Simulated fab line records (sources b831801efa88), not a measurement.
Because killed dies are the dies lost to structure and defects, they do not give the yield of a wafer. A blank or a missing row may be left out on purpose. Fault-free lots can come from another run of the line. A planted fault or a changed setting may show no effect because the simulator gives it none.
A single fault, viewed from 2 desks    flow gf180mcu    each desk has only its own numbers; what lay behind them comes last

## AT THE TOOL OWNER'S DESK: pvd sputter-01
The tool's own readings at GF_SALICIDE_SPUTTER_02 (material Co, target thk 10 nm, time 20 s): means of the sampled wafers that have a number, for each lot that ran on this tool. If a lot's mean is further than 4 standard deviations from the usual mean, the lot is out of limits and carries the mark OUT (the distance appears in the brackets).
Columns: A = throttle valve pct at GF_SALICIDE_SPUTTER_02, usual 30.1 %
lot   first seen here  A
L138  day 15 05:01     30.5
L139  day 15 11:49     29.7
L142  day 16 14:39     30.7
L145  day 17 18:15     29.7
L155  day 21 02:11     29.9
L160  day 22 23:43     29.6
L161  day 23 10:40     31.3
Result from this desk: across the 7 lots, nothing is out of limits.

## THE METROLOGY DESK
What the gauges read for every lot (on any tool): the sampled wafers with a number, averaged. If a lot's mean is further than 4 standard deviations from the usual mean, the lot is out of limits and carries the mark OUT (the distance appears in the brackets).
Columns: A = SALICIDE_TIN_RS at GF_SALICIDE_RS_MEAS_04, usual 16.5 ohm/sq
lot   first seen here  A
L138  day 15 05:05     16.6
L139  day 15 11:52     16.5
L141  day 16 09:57     16.5
L142  day 16 14:43     16.1
L143  day 16 19:44     16.5
L145  day 17 18:20     16.7
L147  day 18 09:26     16.6
L150  day 19 09:19     16.7
L155  day 21 02:14     16.8
L156  day 21 12:09     16.7
L157  day 21 21:46     16.4
L160  day 22 23:46     32.1 (+41) OUT
L161  day 23 10:44     30.3 (+36) OUT
Finding of this desk: L160, L161 out of limits, first seen on L160 at day 22 23:46 (SALICIDE_TIN_RS at GF_SALICIDE_RS_MEAS_04). L138, L139, L141, L142, L143, L145, L147, L150, L155, L156, L157 stayed within limits.

## BROUGHT TOGETHER
An alarm was possible from the metrology desk at day 22 23:46, on L160, L161.
The desk of the tool owner found nothing out of limits.
On record at the tool owner's desk: L160, L161, within its limits.
Of the lots named, all ran GF_SALICIDE_SPUTTER_02 on pvd sputter-01.

## WHAT THE SIMULATOR PUT IN
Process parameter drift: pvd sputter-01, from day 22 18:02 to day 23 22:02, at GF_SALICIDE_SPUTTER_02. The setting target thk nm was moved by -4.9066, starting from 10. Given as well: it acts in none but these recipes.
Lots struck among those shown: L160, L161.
Delay in hours, fault start to first out-of-limits reading, per desk: metrology desk 6.
